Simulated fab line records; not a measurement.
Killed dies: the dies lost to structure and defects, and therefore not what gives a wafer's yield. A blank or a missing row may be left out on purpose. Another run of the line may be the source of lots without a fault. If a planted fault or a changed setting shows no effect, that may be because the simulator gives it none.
Which of the tools did it?	flow gf180mcu	6 lots with 18 wafers sampled at 2 steps, on a route of 602 steps

## WHAT THE GAUGES SHOWED, per wafer
GF_VT_IMPLANT_TW_MEAS_10.
lot	measured	on	VT_IMPLANT_TW
L615	day 5 18:40	film_metro-04	567 566 569
L617	day 6 17:50	film_metro-04	565 563 566
L622	day 7 21:04	film_metro-03	571 567 570
L626	day 8 15:59	film_metro-02	639 642 644
L630	day 9 17:13	film_metro-04	567 569 567
L634	day 10 18:25	film_metro-03	567 568 567

## TOOL THAT RAN EACH LOT (tool first, then ch and the chambers of the sampled wafers, then the start)
lot	GF_VT_IMPLANT_IMPLANT_08
L615	implanter-04 ch 0, day 5 18:26
L617	implanter-04 ch 0, day 6 17:35
L622	implanter-04 ch 0, day 7 20:52
L626	implanter-03 ch 0, day 8 15:44
L630	implanter-04 ch 0, day 9 16:59
L634	implanter-02 ch 0, day 10 18:10
- GF_VT_IMPLANT_IMPLANT_08

## THE ANSWER, worked out from the rows above alone
Rule: the usual values come from the lots themselves. Put in order of their means at a reading, lots are off if they are a third of the lots or fewer, leave a main group of 4 or more, and stand apart from it by a gap of 3 or more times the standard deviation of the main group's means; of several such gaps the widest counts. A main group whose means are all the same, to the digits that the tables above print for the reading, isn't used. Also off: a lot with no number at a reading for which 4 or more lots have one. Any other lot the step has rows for is counted as sound.
Off: L626, seen at GF_VT_IMPLANT_TW_MEAS_10 (VT_IMPLANT_TW). The main group has a mean of 567 with a standard deviation of 1.5.
A tool fits if, at a process step before that reading, it ran every lot that is off, and no sound lot after the first of them. Those tools and the gauges at GF_VT_IMPLANT_TW_MEAS_10 are tried in the same way. 2 tools fit, implanter-03 at GF_VT_IMPLANT_IMPLANT_08 and film_metro-02 at GF_VT_IMPLANT_TW_MEAS_10, so this cannot tell which one it is.

## WHAT HAD BEEN PUT IN BY THE SIMULATOR
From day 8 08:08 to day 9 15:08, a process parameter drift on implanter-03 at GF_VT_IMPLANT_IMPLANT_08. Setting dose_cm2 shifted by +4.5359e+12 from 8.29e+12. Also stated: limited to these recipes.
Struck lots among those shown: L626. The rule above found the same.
